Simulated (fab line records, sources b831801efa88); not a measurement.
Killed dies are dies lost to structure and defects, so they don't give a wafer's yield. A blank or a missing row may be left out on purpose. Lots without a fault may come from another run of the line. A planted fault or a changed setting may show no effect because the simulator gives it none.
Which tool did it? | flow gf180mcu | 13 lots, 39 wafers sampled, at 6 steps of a route of 602

WHAT THE GAUGES READ, wafer by wafer
GF_MVPSD_OVL_MEAS_07. Usual: MVPSD_OVL 0.6 nm, standard deviation 1.4.
lot  | measured     | on         | MVPSD_OVL (nm) | flag
L466 | day 5 05:33  | overlay-01 | 0.8 0.3 1.8    |
L470 | day 6 04:59  | overlay-02 | 1.0 -0.4 -0.1  |
L471 | day 6 11:15  | overlay-01 | 0.7 0.7 -0.3   |
L475 | day 7 15:39  | overlay-02 | 0.0 -2.1 0.2   |
L476 | day 7 20:26  | overlay-01 | -0.6 -1.0 0.4  |
L479 | day 8 11:29  | overlay-01 | - - -          | OFF
L482 | day 9 06:05  | overlay-02 | 1.8 -0.4 0.4   |
L483 | day 9 10:20  | overlay-02 | 0.0 -2.1 0.2   |
L484 | day 9 19:05  | overlay-02 | 1.1 1.0 2.2    |
L485 | day 10 02:26 | overlay-02 | -0.2 -0.9 -0.9 |
L486 | day 10 07:03 | overlay-01 | 1.5 1.0 2.1    |
L487 | day 10 11:11 | overlay-01 | 0.8 0.6 0.7    |
L488 | day 10 18:02 | overlay-02 | 0.5 -0.5 0.2   |

GF_MVPSD_TW_MEAS_11. Usual: MVPSD_TW 550, standard deviation 5.7.
lot  | measured     | on            | MVPSD_TW    | flag
L466 | day 5 05:59  | film_metro-01 | 549 549 544 |
L470 | day 6 05:25  | film_metro-02 | 558 557 557 |
L471 | day 6 11:41  | film_metro-01 | 547 546 549 |
L475 | day 7 16:05  | film_metro-02 | 554 558 557 |
L476 | day 7 20:53  | film_metro-02 | 557 558 556 |
L479 | day 8 11:55  | film_metro-04 | 30 30 30    | OFF
L482 | day 9 06:32  | film_metro-04 | 546 542 546 |
L483 | day 9 10:47  | film_metro-04 | 542 546 544 |
L484 | day 9 19:31  | film_metro-02 | 556 558 557 |
L485 | day 10 02:52 | film_metro-01 | 550 551 546 |
L486 | day 10 07:29 | film_metro-01 | 551 548 549 |
L487 | day 10 11:38 | film_metro-01 | 550 553 550 |
L488 | day 10 18:28 | film_metro-02 | 561 560 560 |

GF_HV_LDD_CD_MEAS_46: target cd 400 nm. Usual: cd_nm 399.6 nm, standard deviation 2.1.
lot  | measured     | on        | cd_nm (nm)        | flag
L466 | day 12 15:23 | cd_sem-02 | 400.1 398.9 399.1 |
L470 | day 13 22:53 | cd_sem-02 | 400.4 399.4 401.4 |
L471 | day 14 08:14 | cd_sem-02 | 396.8 396.6 398.4 |
L475 | day 15 20:28 | cd_sem-02 | 398.1 399.1 399.5 |
L476 | day 16 03:35 | cd_sem-02 | 402.8 402.8 402.6 |
L479 | day 17 01:55 | cd_sem-02 | 401.1 400.7 401.6 |
L482 | day 17 23:55 | cd_sem-01 | 397.8 397.4 399.2 |
L483 | day 18 06:29 | cd_sem-01 | 396.9 397.4 396.7 |
L484 | day 18 19:29 | cd_sem-02 | 400.0 401.8 404.2 |
L485 | day 19 04:41 | cd_sem-02 | 399.8 401.2 401.1 |
L486 | day 19 09:25 | cd_sem-02 | 399.0 394.5 398.2 |
L487 | day 19 15:49 | cd_sem-02 | 397.5 399.4 397.5 |
L488 | day 19 23:17 | cd_sem-01 | 398.7 399.7 398.6 |

GF_PSD_TW_MEAS_11. Usual: PSD_TW 3156, standard deviation 29.
lot  | measured     | on            | PSD_TW         | flag
L466 | day 14 11:50 | film_metro-01 | 3135 3143 3131 |
L470 | day 15 20:59 | film_metro-03 | 3124 3136 3129 |
L471 | day 16 08:11 | film_metro-02 | 3196 3189 3195 |
L475 | day 17 23:29 | film_metro-01 | 3125 3136 3128 |
L476 | day 18 06:18 | film_metro-03 | 3151 3129 3146 |
L479 | day 19 06:53 | film_metro-02 | 3203 3204 3198 |
L482 | day 20 04:23 | film_metro-03 | 3128 3128 3118 |
L483 | day 20 10:51 | film_metro-02 | 3181 3191 3172 |
L484 | day 20 23:44 | film_metro-02 | 3189 3188 3170 |
L485 | day 21 08:38 | film_metro-01 | 3155 3157 3143 |
L486 | day 21 15:00 | film_metro-03 | 3150 3135 3151 |
L487 | day 21 19:24 | film_metro-02 | 3197 3214 3207 |
L488 | day 22 03:02 | film_metro-01 | 3167 3148 3156 |

WHICH TOOL RAN EACH LOT (tool, then ch and the chambers of the sampled wafers, then the start)
lot  | GF_MVPSD_EXPOSE_04                  | GF_POLY_GATE_ETCH_12
L466 | iline_stepper-01 ch 0, day 4 22:29  | rie_diel-02 ch 0,2, day 9 10:50
L470 | iline_stepper-01 ch 0, day 5 21:56  | rie_diel-04 ch 0,2, day 10 14:21
L471 | iline_stepper-02 ch 0, day 6 04:06  | rie_diel-02 ch 1,2,3, day 10 21:32
L475 | iline_stepper-01 ch 0, day 7 08:31  | rie_diel-02 ch 0,1,2, day 12 07:35
L476 | iline_stepper-02 ch 0, day 7 12:45  | rie_diel-01 ch 1,2,3, day 12 12:35
L479 | iline_stepper-02 ch 0, day 8 03:26  | rie_diel-04 ch 0,1,2, day 13 07:57
L482 | iline_stepper-02 ch 0, day 8 22:46  | rie_diel-02 ch 1,2,3, day 14 04:44
L483 | iline_stepper-01 ch 0, day 9 01:58  | rie_diel-02 ch 0,1,2, day 14 10:23
L484 | iline_stepper-02 ch 0, day 9 10:43  | rie_diel-01 ch 0,3, day 14 21:26
L485 | iline_stepper-01 ch 0, day 9 18:13  | rie_diel-01 ch 0,2,3, day 15 06:38
L486 | iline_stepper-02 ch 0, day 9 23:08  | rie_diel-04 ch 1,3, day 15 11:38
L487 | iline_stepper-02 ch 0, day 10 02:35 | rie_diel-01 ch 1,2,3, day 15 16:44
L488 | iline_stepper-01 ch 0, day 10 08:58 | rie_diel-04 ch 1,2, day 15 23:44
- GF_MVPSD_EXPOSE_04: exposes mask MVPSD, target cd 1000 nm.
- GF_POLY_GATE_ETCH_12: etches BARC in N2/H2.

WHAT THE TOOLS THEMSELVES READ (means of the sampled wafers that have a number; where no wafer has one, the mark that the record gives instead)
GF_POLY_GATE_ETCH_12. Usual: drypump_motor_current_A 6.0 A, standard deviation 0.36; h2_flow_sccm 200.0 sccm, standard deviation 0.67; oes_product_au 0.735 a.u., standard deviation 0.0043; throttle_valve_pct 13.213 %, standard deviation 0.01.
lot  | tool        | drypump_motor_current_A (A) | h2_flow_sccm (sccm) | oes_product_au (a.u.) | throttle_valve_pct (%) | flag
L466 | rie_diel-02 | 6.1                         | 199.9               | 0.733                 | 13.215                 |
L470 | rie_diel-04 | 6.1                         | 200.3               | 0.738                 | 13.218                 |
L471 | rie_diel-02 | 6.2                         | 199.7               | 0.735                 | 13.205                 |
L475 | rie_diel-02 | 5.9                         | 200.0               | 0.735                 | 13.221                 |
L476 | rie_diel-01 | 5.9                         | 200.4               | 0.731                 | 13.209                 |
L479 | rie_diel-04 | 5.9                         | 200.0               | 0.734                 | 13.216                 |
L482 | rie_diel-02 | 6.3                         | 199.1               | 0.736                 | 13.215                 |
L483 | rie_diel-02 | 5.9                         | 199.5               | 0.733                 | 13.197                 |
L484 | rie_diel-01 | 6.1                         | 201.0               | 0.737                 | 13.215                 |
L485 | rie_diel-01 | 6.0                         | 200.4               | 0.734                 | 13.212                 |
L486 | rie_diel-04 | 6.0                         | 200.7               | 0.732                 | 13.213                 |
L487 | rie_diel-01 | 5.9                         | 200.0               | 0.737                 | 13.213                 |
L488 | rie_diel-04 | 5.6                         | 200.6               | 0.733                 | 13.214                 |

THE ANSWER, worked out from the rows above alone
Rule: a lot is off if the mean of its wafers that have a number lies more than 3 standard deviations from the usual mean. A lot without any number at a reading at which 4 lots or more have one is off too. The other lots that the step has rows for count as sound. The gauges are gone through in route order, then the tools' own readings, and for those a lot's mean is taken as printed above. The first step at which some lot is off is used, and at that step the reading that is off furthest; a lot without a number counts as furthest.
Off: L479, at GF_MVPSD_OVL_MEAS_07 (MVPSD_OVL). Without a number there: L479.
A tool fits if, at a process step before that reading, it ran every lot that is off, and no sound lot after the first of them. The gauges at GF_MVPSD_OVL_MEAS_07 aren't tried: what is off there is off at GF_MVPSD_TW_MEAS_11 too, on other tools, and a gauge's error can't cause that. None of those tried fits.

WHAT THE SIMULATOR HAD PUT IN
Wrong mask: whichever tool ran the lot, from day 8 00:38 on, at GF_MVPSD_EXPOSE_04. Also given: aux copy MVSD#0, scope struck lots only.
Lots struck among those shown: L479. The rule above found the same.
